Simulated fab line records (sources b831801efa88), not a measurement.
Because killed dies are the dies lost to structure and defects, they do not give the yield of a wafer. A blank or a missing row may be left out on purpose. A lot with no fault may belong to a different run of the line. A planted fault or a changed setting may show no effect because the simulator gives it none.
Matching of chambers | flow sky130 | cmp-01 running SKY_VIA1_CMP_02: 4 sister chambers
The step polishes SiO2. 4 wafers are shown with their chamber, then 11 later ones without.

WAFERS PAIRED WITH THEIR CHAMBERS
wafer  | chamber | motor_current_A (A)
L086.2 | 3       | 15.6
L087.3 | 1       | 11.8
L087.6 | 0       | 11.9
L093.2 | 2       | 11.2

WAFERS WITH NO CHAMBER GIVEN
wafer  | motor_current_A (A)
L093.5 | 11.8
L093.6 | 11.4
L094.1 | 15.9
L094.2 | 11.5
L094.4 | 11.6
L095.3 | 16.3
L095.5 | 12.1
L095.6 | 11.7
L096.3 | 11.4
L096.4 | 15.9
L096.5 | 11.5

WHICH CHAMBER EACH WENT THROUGH
wafer  | from the rows above          | in truth
L093.5 | can't be placed: 1 or 0 or 2 | 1
L093.6 | can't be placed: 2 or 1 or 0 | 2
L094.1 | 3                            | 3
L094.2 | can't be placed: 1 or 2 or 0 | 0
L094.4 | can't be placed: 1 or 0 or 2 | 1
L095.3 | 3                            | 3
L095.5 | can't be placed: 0 or 1      | 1
L095.6 | can't be placed: 1 or 0 or 2 | 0
L096.3 | can't be placed: 2 or 1 or 0 | 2
L096.4 | 3                            | 3
L096.5 | can't be placed: 1 or 2 or 0 | 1
Correct placement for 3 of the 11. Can't be placed from these rows: 8 (the true chamber is among the candidates in 8). Placed wrongly: 0.
How it was worked out, from the rows above alone: a wafer's distance from a chamber is the root of the sum, over the readings, of the square of ((its reading less the chamber's mean) divided by the reading's scatter). If the next closest chamber is less than 2 further off than the closest, the wafer can't be placed; otherwise it belongs to the closest. For every chamber, the mean is computed from those of its wafers that are shown. The scatter (one wafer shown for each chamber): square how far every hidden wafer sits from the nearest shown wafer, average those squares and take the square root.
